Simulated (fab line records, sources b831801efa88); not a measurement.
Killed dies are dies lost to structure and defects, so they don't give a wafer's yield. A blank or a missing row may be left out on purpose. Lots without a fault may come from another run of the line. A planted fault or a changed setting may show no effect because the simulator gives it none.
fab line records | flow sky130
record lots=5 wafers=15 last_day=50
route steps=708 shown SONOS_ONO@169 GATE_OXIDE@187
lots that met no fault: from a run of the same line without faults
start_h: hours from the record's first day to the start of the lot's first wafer shown | wait_h: hours since the lot's step before | " the same as in the row above | L1.1+2: a row that stands for several wafers | - no value, or no start given | * or withheld: withheld | < > ~ a bound
route shown NAME@n: a module of which the file shows steps, and the number in the route of the first | usual: mean/standard deviation of fault-free wafers | same: alike in all rows | chamber/n: place in a boat | sites: the reading at each site | _std_site: their standard deviation | _edge_site: outer sites' mean less inner sites' | radius_mm: how far each site lies from the wafer's centre | mask NAME#n: copy n | behind: the tool/chamber that last shaped the wafer | hold: why the lot was held/for how many hours/how that ended | device: the transistor (n, p or np) that didn't switch | end of line: the same wafers' tests at the end of the route | a step without rows: its recipe alone | killed: dies lost to structure and defects at the first sort, not the wafer's yield | map: a wafer's dies, x killed, . not, _ none there
set.NAME: the setting as run; set.NAME@STEP: as run at that earlier step | model.NAME: the simulator's own value behind a step, which no gauge read
lots at some steps of the route; a table a step, a row a wafer
services: from which hour (start_h, from the record's first day; less than 0 if before it) a tool's chamber was out of use, for how many hours, and why
## steps
# step SKY_SONOS_ONO_THK_MEAS_01
# recipe reads=SiO2_of_SONOS_ONO_OXIDATION_00
# usual SONOS_ONO_OXIDATION_THK=2.59/0.053
# columns lot.wafer tool chamber start_h wait_h SONOS_ONO_OXIDATION_THK[nm]
L077.2 film_metro-04 - 272.26 0.0 2.52
L077.3 " - " " 2.61
L077.5 " - " " 2.57
L083.2 film_metro-01 - 322.99 0.0 2.62
L083.3 " - " " 2.65
L083.4 " - " " 2.54
L089.1 film_metro-03 - 368.56 0.0 2.58
L089.2 " - " " 2.60
L089.3 " - " " 2.65
L092.1 film_metro-03 - 393.19 0.0 2.53
L092.2 " - " " 2.58
L092.6 " - " " 2.58
L095.2 film_metro-03 - 419.56 0.0 2.57
L095.3 " - " " 2.60
L095.5 " - " " 2.58
# step SKY_SONOS_ONO_CVD_02
# recipe material=Si3N4 precursor=DCS/NH3 target_thk_nm=10.5 temp_c=770 time_s=180 pressure_mtorr=250
# usual susceptor_temp_C=770.0/0.34
# columns lot.wafer tool chamber start_h wait_h susceptor_temp_C
L077.2 lpcvd-02 1 275.42 3.2 769.6
L077.3 " 1 " " 769.7
L077.5 " 1 " " 770.1
L083.2 lpcvd-02 0 325.43 2.4 770.1
L083.3 " 0 " " 770.3
L083.4 " 0 " " 770.1
L089.1 lpcvd-02 0 371.32 2.7 770.0
L089.2 " 0 " " 769.5
L089.3 " 0 " " 769.3
L092.1 lpcvd-02 1 393.69 0.5 769.9
L092.2 " 1 " " 770.0
L092.6 " 1 " " 769.8
L095.2 lpcvd-02 0 423.44 3.9 769.9
L095.3 " 0 " " 769.2
L095.5 " 0 " " 769.4
# step SKY_SONOS_ONO_THK_MEAS_03
# recipe reads=Si3N4_of_SONOS_ONO_CVD_02
# usual SONOS_ONO_CVD_02_THK=10.51/0.14
# columns lot.wafer tool chamber start_h wait_h SONOS_ONO_CVD_02_THK[nm]
L077.2 film_metro-04 - 277.01 0.0 10.59
L077.3 " - " " 10.61
L077.5 " - " " 10.82
L083.2 film_metro-01 - 326.49 0.0 10.45
L083.3 " - " " 10.46
L083.4 " - " " 10.41
L089.1 film_metro-03 - 372.37 0.0 10.39
L089.2 " - " " 10.22
L089.3 " - " " 10.21
L092.1 film_metro-03 - 394.74 0.0 10.40
L092.2 " - " " 10.46
L092.6 " - " " 10.49
L095.2 film_metro-01 - 424.50 0.0 10.44
L095.3 " - " " 10.51
L095.5 " - " " 10.66
# step SKY_SONOS_ONO_CVD_04
# recipe material=SiO2 precursor=SiH4/N2O target_thk_nm=5.7199 temp_c=900 pressure_mtorr=400
# usual susceptor_temp_C=899.9/0.41
# columns lot.wafer tool chamber start_h wait_h susceptor_temp_C
L077.2 lpcvd-03 0 277.06 0.0 899.8
L077.3 " 0 " " 899.9
L077.5 " 0 " " 899.7
L083.2 lpcvd-03 0 326.54 0.0 900.2
L083.3 " 0 " " 900.0
L083.4 " 0 " " 899.6
L089.1 lpcvd-03 0 372.43 0.1 900.7
L089.2 " 0 " " 900.2
L089.3 " 0 " " 900.3
L092.1 lpcvd-03 1 394.80 0.1 900.0
L092.2 " 1 " " 899.5
L092.6 " 1 " " 899.4
L095.2 lpcvd-03 0 424.55 0.0 899.3
L095.3 " 0 " " 899.3
L095.5 " 0 " " 899.6
# step SKY_SONOS_ONO_THK_MEAS_05
# recipe reads=SiO2_of_SONOS_ONO_CVD_04
# usual SONOS_ONO_CVD_04_THK=5.75/0.093
# columns lot.wafer tool chamber start_h wait_h SONOS_ONO_CVD_04_THK[nm]
L077.2 film_metro-01 - 278.32 0.0 5.92
L077.3 " - " " 5.81
L077.5 " - " " 5.87
L083.2 film_metro-01 - 327.80 0.0 5.67
L083.3 " - " " 5.75
L083.4 " - " " 5.64
L089.1 film_metro-01 - 373.68 0.0 5.70
L089.2 " - " " 5.77
L089.3 " - " " 5.66
L092.1 film_metro-03 - 396.05 0.0 5.80
L092.2 " - " " 5.80
L092.6 " - " " 5.77
L095.2 film_metro-03 - 425.81 0.0 5.71
L095.3 " - " " 5.69
L095.5 " - " " 5.75
# step SKY_SONOS_ONO_DEHYDRATE_06
# recipe temp_c=200 time_s=60
# columns lot.wafer tool chamber start_h wait_h
L077.2+3+5 litho_track-01 0 290.02 11.7
L083.2+3+4 litho_track-01 0 340.32 12.5
L089.1+2+3 litho_track-02 0 387.54 13.9
L092.1+2+6 litho_track-01 0 410.64 14.6
L095.2+3+5 litho_track-02 0 440.52 14.7
# step SKY_SONOS_ONO_HMDS_07
# recipe prime_time_s=60 prime_temp_c=120
# columns lot.wafer tool chamber start_h wait_h
L077.2+3+5 litho_track-01 0 290.17 0.1
L083.2+3+4 litho_track-01 0 340.47 0.1
L089.1+2+3 litho_track-02 0 387.69 0.1
L092.1+2+6 litho_track-01 0 410.79 0.1
L095.2+3+5 litho_track-02 0 440.67 0.1
# step SKY_SONOS_ONO_COAT_08
# recipe resist=NOVOLAK spin_rpm=3000 resist_thk_nm=1140
# columns lot.wafer tool chamber start_h wait_h
L077.2+3+5 litho_track-01 0 290.32 0.1
L083.2+3+4 litho_track-01 0 340.62 0.1
L089.1+2+3 litho_track-02 0 387.84 0.1
L092.1+2+6 litho_track-01 0 410.94 0.1
L095.2+3+5 litho_track-02 0 440.82 0.1
# step SKY_SONOS_ONO_SOFTBAKE_09
# recipe temp_c=88.76 time_s=60 resist=NOVOLAK
# columns lot.wafer tool chamber start_h wait_h
L077.2+3+5 litho_track-01 0 290.47 0.1
L083.2+3+4 litho_track-01 0 340.77 0.1
L089.1+2+3 litho_track-02 0 387.99 0.1
L092.1+2+6 litho_track-01 0 411.09 0.1
L095.2+3+5 litho_track-02 0 440.97 0.1
# step SKY_SONOS_ONO_EXPOSE_10
# recipe mask_id=ONOM target_cd_nm=410 na=0.6 source_shape=conventional sigma_outer=0.6 dose_mj=150
# columns lot.wafer tool chamber start_h wait_h mask
L077.2+3+5 iline_stepper-02 0 - - ONOM#0
L083.2+3+4 iline_stepper-01 0 - - ONOM#0
L089.1+2+3 iline_stepper-02 0 - - ONOM#0
L092.1+2+6 iline_stepper-01 0 - - ONOM#0
L095.2+3+5 iline_stepper-02 0 - - ONOM#0
# step SKY_SONOS_ONO_PEB_11
# recipe temp_c=withheld time_s=* resist=NOVOLAK
# columns lot.wafer tool chamber start_h wait_h
L077.2+3+5 litho_track-01 0 - -
L083.2+3+4 litho_track-02 0 - -
L089.1+2+3 litho_track-03 0 - -
L092.1+2+6 litho_track-03 0 - -
L095.2+3+5 litho_track-01 0 - -
# step SKY_SONOS_ONO_DEVELOP_12
# recipe develop_time_s=60 dev_temp_c=23
# columns lot.wafer tool chamber start_h wait_h
L077.2+3+5 litho_track-01 0 302.82 0.1
L083.2+3+4 litho_track-02 0 354.57 0.1
L089.1+2+3 litho_track-03 0 402.14 0.1
L092.1+2+6 litho_track-03 0 425.49 0.1
L095.2+3+5 litho_track-01 0 455.67 0.1
# step SKY_SONOS_ONO_CD_MEAS_13
# recipe target_cd_nm=410
# usual cd_nm=409.6/2
# columns lot.wafer tool chamber start_h wait_h cd_nm
L077.2 cd_sem-01 - 302.97 0.1 409.6
L077.3 " - " " 411.6
L077.5 " - " " 410.2
L083.2 cd_sem-02 - 354.71 0.1 410.5
L083.3 " - " " 410.0
L083.4 " - " " 411.5
L089.1 cd_sem-01 - 402.29 0.1 410.7
L089.2 " - " " 406.7
L089.3 " - " " 408.5
L092.1 cd_sem-02 - 425.64 0.1 410.7
L092.2 " - " " 408.9
L092.6 " - " " 407.3
L095.2 cd_sem-02 - 455.81 0.1 408.8
L095.3 " - " " 410.7
L095.5 " - " " 409.5
# step SKY_SONOS_ONO_OVL_MEAS_14
# usual SONOS_ONO_OVL=-0.1/1.2
# columns lot.wafer tool chamber start_h wait_h SONOS_ONO_OVL[nm]
L077.2 overlay-02 - 303.07 0.1 -0.3
L077.3 " - " " -1.5
L077.5 " - " " -1.7
L083.2 overlay-01 - 354.82 0.1 1.5
L083.3 " - " " 1.3
L083.4 " - " " 1.6
L089.1 overlay-02 - 402.41 0.1 -1.3
L089.2 " - " " -1.1
L089.3 " - " " -2.4
L092.1 overlay-01 - 425.76 0.1 0.7
L092.2 " - " " 0.7
L092.6 " - " " 0.7
L095.2 overlay-01 - 455.92 0.1 -1.3
L095.3 " - " " -0.7
L095.5 " - " " -0.7
# step SKY_SONOS_ONO_ETCH_15
# recipe target_depth_nm=19.52 chemistry=CHF3/O2 source_w=600 bias_w=200 pressure_mtorr=40 chf3_flow_sccm=50 O2_flow_sccm=5 time_s=7.8
# usual drypump_motor_current_A=5.9/0.45 oes_product_au=1.000/0.0096 throttle_valve_pct=8.826/0.009
# columns lot.wafer tool chamber start_h wait_h drypump_motor_current_A oes_product_au rf_hours_counter_h throttle_valve_pct
L077.2 rie_diel-01 0 303.10 0.0 5.4 0.999 9 8.825
L077.3 " 1 " " 6.8 1.004 43 8.828
L077.5 " 2 " " 6.4 0.985 - 8.816
L083.2 rie_diel-03 0 354.85 0.0 5.8 1.008 8 8.826
L083.3 " 2 " " 5.5 1.016 97 8.829
L083.4 " 1 " " 6.3 0.999 64 8.819
L089.1 rie_diel-02 1 402.44 0.0 5.8 0.987 17 8.836
L089.2 " 3 " " 5.2 1.005 88 8.821
L089.3 " 0 " " 6.2 0.996 5 8.818
L092.1 rie_diel-03 0 425.79 0.0 5.8 1.008 9 8.813
L092.2 " 1 " " 6.3 1.006 66 8.829
L092.6 " 1 " " 6.3 0.997 - 8.824
L095.2 rie_diel-01 0 455.95 0.0 5.4 0.995 11 8.815
L095.3 " 2 " " 6.4 0.988 4 8.825
L095.5 " 0 " " 5.3 1.001 - 8.833
# step SKY_SONOS_ONO_WET_ETCH_16
# recipe chemistry=dHF target_depth_nm=14 dry=n2_spin target=SiO2 dilution=100:1 temp_c=25 time_s=280
# columns lot.wafer tool chamber start_h wait_h
L077.2+3+5 wet_bench-04 2 303.12 0.0
L083.2+3+4 wet_bench-03 1 354.87 0.0
L089.1+2+3 wet_bench-04 1 402.46 0.0
L092.1+2+6 wet_bench-02 1 425.81 0.0
L095.2+3+5 wet_bench-03 0 455.97 0.0
# step SKY_SONOS_ONO_STRIP_17
# recipe chemistry=O2/N2 power_w=1400 pressure_mtorr=1500 platen_temp_c=withheld o2_flow_sccm=3000 n2_flow_sccm=300 overash_fraction=0.5
# usual drypump_motor_current_A=5.6/0.3 oes_product_au=0.710/0.0049 strip_time_to_endpoint_s=14.13/0.035
# same overash_fraction=0.5
# columns lot.wafer tool chamber start_h wait_h drypump_motor_current_A oes_product_au rf_hours_counter_h strip_time_to_endpoint_s
L077.2 plasma_asher-01 1 303.21 0.0 5.9 0.705 19 14.14
L077.3 " 1 " " 5.9 0.709 - 14.15
L077.5 " 1 " " 5.9 0.707 - 14.11
L083.2 plasma_asher-04 0 354.95 0.0 5.0 0.710 54 14.17
L083.3 " 0 " " 5.0 0.704 - 14.14
L083.4 " 1 " " 5.4 0.707 - 14.16
L089.1 plasma_asher-02 1 402.56 0.0 5.6 0.706 73 14.16
L089.2 " 0 " " 5.5 0.708 73 14.13
L089.3 " 1 " " 5.6 0.716 - 14.15
L092.1 plasma_asher-04 1 425.90 0.0 5.4 0.716 61 14.11
L092.2 " 0 " " 5.0 0.709 61 14.20
L092.6 " 0 " " 5.0 0.710 - 14.14
L095.2 plasma_asher-01 0 456.14 0.0 5.7 0.715 34 14.05
L095.3 " 0 " " 5.8 0.706 - 14.06
L095.5 " 1 " " 5.9 0.703 - 14.09
# step SKY_SONOS_ONO_WET_ETCH_18
# recipe chemistry=H3PO4 target_depth_nm=15 target=Si3N4 temp_c=160 time_s=172
# columns lot.wafer tool chamber start_h wait_h
L077.2+3+5 wet_bench-03 2 303.31 0.1
L083.2+3+4 wet_bench-03 2 355.05 0.1
L089.1+2+3 wet_bench-03 0 402.66 0.1
L092.1+2+6 wet_bench-03 1 426.00 0.1
L095.2+3+5 wet_bench-04 3 456.24 0.1
# step SKY_GATE_OXIDE_CLEAN_00
# recipe chemistry=SC1/SC2 mix=1:4:20 temp_c=70 time_s=150 dry=n2_spin
# columns lot.wafer tool chamber start_h wait_h
L077.2+3+5 wet_bench-02 0 303.36 0.0
L083.2+3+4 wet_bench-02 0 355.11 0.0
L089.1+2+3 wet_bench-02 0 402.71 0.0
L092.1+2+6 wet_bench-04 0 426.06 0.0
L095.2+3+5 wet_bench-04 3 456.30 0.0
# step SKY_GATE_OXIDE_OXIDATION_01
# recipe temp_c=900 ambient=O2 stabilise_s=600 purge_s=300 target_thk_a=102.68 ox_time_s=1473
# usual tube_center_temp_C_max=902.3/0.39
# columns lot.wafer tool chamber start_h wait_h tube_center_temp_C_max
L077.2 furnace-02 0 303.41 0.0 902.0
L077.3 " 0 " " 902.5
L077.5 " 0 " " 902.3
L083.2 furnace-02 0 355.89 0.7 902.2
L083.3 " 0 " " 902.7
L083.4 " 0 " " 902.2
L089.1 furnace-01 0 403.18 0.4 902.8
L089.2 " 0 " " 902.0
L089.3 " 0 " " 901.9
L092.1 furnace-02 0 430.32 4.2 902.6
L092.2 " 0 " " 902.3
L092.6 " 0 " " 902.2
L095.2 furnace-02 0 456.35 0.0 902.1
L095.3 " 0 " " 902.4
L095.5 " 0 " " 902.0
# step SKY_GATE_OXIDE_THK_MEAS_02
# recipe reads=SiO2_of_GATE_OXIDE_OXIDATION_01
# usual GATE_OXIDE_OXIDATION_00_THK=10.26/0.21
# columns lot.wafer tool chamber start_h wait_h GATE_OXIDE_OXIDATION_00_THK[nm]
L077.2 film_metro-04 - 304.83 0.0 10.71
L077.3 " - " " 10.69
L077.5 " - " " 10.62
L083.2 film_metro-04 - 357.31 0.0 9.98
L083.3 " - " " 10.19
L083.4 " - " " 10.29
L089.1 film_metro-03 - 404.59 0.0 10.07
L089.2 " - " " 10.12
L089.3 " - " " 9.95
L092.1 film_metro-04 - 431.73 0.0 10.33
L092.2 " - " " 10.37
L092.6 " - " " 10.24
L095.2 film_metro-02 - 457.77 0.0 10.04
L095.3 " - " " 10.06
L095.5 " - " " 10.15
# step SKY_GATE_OXIDE_DEHYDRATE_03
# recipe temp_c=200 time_s=60
# columns lot.wafer tool chamber start_h wait_h
L077.2+3+5 litho_track-04 0 316.99 12.2
L083.2+3+4 litho_track-02 0 370.77 13.4
L089.1+2+3 litho_track-02 0 419.24 14.6
L092.1+2+6 litho_track-02 0 446.14 14.4
L095.2+3+5 litho_track-04 0 472.89 15.1
# step SKY_GATE_OXIDE_HMDS_04
# recipe prime_time_s=60 prime_temp_c=120
# columns lot.wafer tool chamber start_h wait_h
L077.2+3+5 litho_track-04 0 317.14 0.1
L083.2+3+4 litho_track-02 0 370.92 0.1
L089.1+2+3 litho_track-02 0 419.39 0.1
L092.1+2+6 litho_track-02 0 446.29 0.1
L095.2+3+5 litho_track-04 0 473.04 0.1
# step SKY_GATE_OXIDE_COAT_05
# recipe resist=NOVOLAK spin_rpm=3000 resist_thk_nm=1140
# columns lot.wafer tool chamber start_h wait_h
L077.2+3+5 litho_track-04 0 317.29 0.1
L083.2+3+4 litho_track-02 0 371.07 0.1
L089.1+2+3 litho_track-02 0 419.54 0.1
L092.1+2+6 litho_track-02 0 446.44 0.1
L095.2+3+5 litho_track-04 0 473.19 0.1
# step SKY_GATE_OXIDE_SOFTBAKE_06
# recipe temp_c=90 time_s=60 resist=NOVOLAK
# columns lot.wafer tool chamber start_h wait_h
L077.2+3+5 litho_track-04 0 317.44 0.1
L083.2+3+4 litho_track-02 0 371.22 0.1
L089.1+2+3 litho_track-02 0 419.69 0.1
L092.1+2+6 litho_track-02 0 446.59 0.1
L095.2+3+5 litho_track-04 0 473.34 0.1
# step SKY_GATE_OXIDE_EXPOSE_07
# recipe mask_id=LVOM na=0.6 source_shape=conventional sigma_outer=0.6 polarization=unpolarized target_cd_nm=600 dose_mj=170
# columns lot.wafer tool chamber start_h wait_h mask
L077.2+3+5 iline_stepper-01 0 - - LVOM#0
L083.2+3+4 iline_stepper-02 0 - - LVOM#0
L089.1+2+3 iline_stepper-01 0 - - LVOM#0
L092.1+2+6 iline_stepper-01 0 - - LVOM#0
L095.2+3+5 iline_stepper-01 0 - - LVOM#0
# step SKY_GATE_OXIDE_PEB_08
# recipe temp_c=withheld time_s=* resist=NOVOLAK
# columns lot.wafer tool chamber start_h wait_h
L077.2+3+5 litho_track-03 0 - -
L083.2+3+4 litho_track-04 0 - -
L089.1+2+3 litho_track-03 0 - -
L092.1+2+6 litho_track-02 0 - -
L095.2+3+5 litho_track-04 0 - -
# step SKY_GATE_OXIDE_DEVELOP_09
# recipe resist=NOVOLAK developer=TMAH develop_time_s=60 dev_temp_c=23
# columns lot.wafer tool chamber start_h wait_h
L077.2+3+5 litho_track-03 0 330.46 0.1
L083.2+3+4 litho_track-04 0 385.34 0.1
L089.1+2+3 litho_track-03 0 434.29 0.1
L092.1+2+6 litho_track-02 0 461.79 0.1
L095.2+3+5 litho_track-04 0 487.29 0.1
# step SKY_GATE_OXIDE_OVL_MEAS_10
# usual GATE_OXIDE_OVL=1.3/1.2
# columns lot.wafer tool chamber start_h wait_h GATE_OXIDE_OVL[nm]
L077.2 overlay-02 - 330.59 0.1 2.8
L077.3 " - " " 2.5
L077.5 " - " " 1.1
L083.2 overlay-01 - 385.48 0.1 1.1
L083.3 " - " " 2.6
L083.4 " - " " 2.9
L089.1 overlay-01 - 434.44 0.1 0.3
L089.2 " - " " 3.4
L089.3 " - " " 2.9
L092.1 overlay-01 - 461.94 0.1 -0.4
L092.2 " - " " 0.8
L092.6 " - " " 0.7
L095.2 overlay-02 - 487.43 0.1 1.5
L095.3 " - " " 1.2
L095.5 " - " " 0.9
# step SKY_GATE_OXIDE_IMPLANT_11
# recipe species=B energy_kev=10 dose_cm2=2.6e+12 tilt_deg=withheld
# columns lot.wafer tool chamber start_h wait_h
L077.2+3+5 implanter-03 0 330.65 0.0
L083.2+3+4 implanter-04 0 385.53 0.0
L089.1+2+3 implanter-03 0 434.47 0.0
L092.1+2+6 implanter-02 0 461.98 0.0
L095.2+3+5 implanter-02 0 487.48 0.0
# step SKY_GATE_OXIDE_WET_ETCH_12
# recipe chemistry=dHF target_depth_nm=16.8 dry=n2_spin target=SiO2 dilution=100:1 temp_c=25 time_s=336
# columns lot.wafer tool chamber start_h wait_h
L077.2+3+5 wet_bench-04 3 330.77 0.1
L083.2+3+4 wet_bench-04 3 385.66 0.1
L089.1+2+3 wet_bench-04 1 434.62 0.1
L092.1+2+6 wet_bench-04 2 462.13 0.1
L095.2+3+5 wet_bench-03 2 487.61 0.1
# step SKY_GATE_OXIDE_STRIP_13
# recipe chemistry=O2/N2 power_w=1400 pressure_mtorr=1500 platen_temp_c=withheld o2_flow_sccm=3000 n2_flow_sccm=300 overash_fraction=0.5
# usual drypump_motor_current_A=5.6/0.46 oes_product_au=0.715/0.0052 strip_time_to_endpoint_s=14.17/0.049
# same overash_fraction=0.5
# columns lot.wafer tool chamber start_h wait_h drypump_motor_current_A oes_product_au rf_hours_counter_h strip_time_to_endpoint_s
L077.2 plasma_asher-02 1 330.88 0.0 5.6 0.718 66 14.19
L077.3 " 0 " " 5.5 0.715 - 14.23
L077.5 " 1 " " 5.6 0.715 - 14.24
L083.2 plasma_asher-03 1 385.76 0.0 6.4 0.718 67 14.11
L083.3 " 0 " " 6.1 0.717 - 14.13
L083.4 " 1 " " 6.4 0.720 - 14.11
L089.1 plasma_asher-04 0 434.72 0.0 5.0 0.712 62 14.20
L089.2 " 1 " " 5.4 0.722 62 14.16
L089.3 " 1 " " 5.4 0.728 - 14.13
L092.1 plasma_asher-02 0 462.23 0.0 5.5 0.722 3 14.12
L092.2 " 1 " " 5.6 0.714 3 14.13
L092.6 " 1 " " 5.6 0.718 - 14.12
L095.2 plasma_asher-03 0 487.72 0.0 6.1 0.719 77 14.16
L095.3 " 0 " " 6.1 0.722 - 14.17
L095.5 " 0 " " 6.1 0.724 - 14.20
## services
# columns tool chamber start_h hours kind
furnace-02 - 253.11 3.2 pm
lpcvd-03 - 253.68 0.2 repair
plasma_asher-01 - 269.37 3.2 repair
lpcvd-03 - 279.25 1.0 repair
wet_bench-04 - 282.67 1.9 pm
plasma_asher-04 - 285.30 14.6 pm
implanter-03 - 287.56 0.5 repair
iline_stepper-01 - 287.80 1.7 pm
implanter-02 - 292.84 2.2 repair
iline_stepper-01 - 300.71 3.3 repair
rie_diel-03 - 305.39 0.5 repair
plasma_asher-02 - 311.08 0.5 repair
iline_stepper-02 - 336.88 4.4 pm
iline_stepper-02 - 360.04 2.1 pm
wet_bench-02 - 363.51 1.2 repair
lpcvd-02 - 386.32 0.4 repair
iline_stepper-02 - 411.38 1.7 pm
furnace-02 - 421.16 4.0 pm
plasma_asher-02 - 421.28 9.0 pm
furnace-02 - 426.62 3.7 pm
plasma_asher-02 - 438.27 1.1 repair
plasma_asher-02 - 449.94 0.5 repair
iline_stepper-01 - 481.68 4.1 repair
plasma_asher-02 - 487.05 55.4 repair
## key
fault none
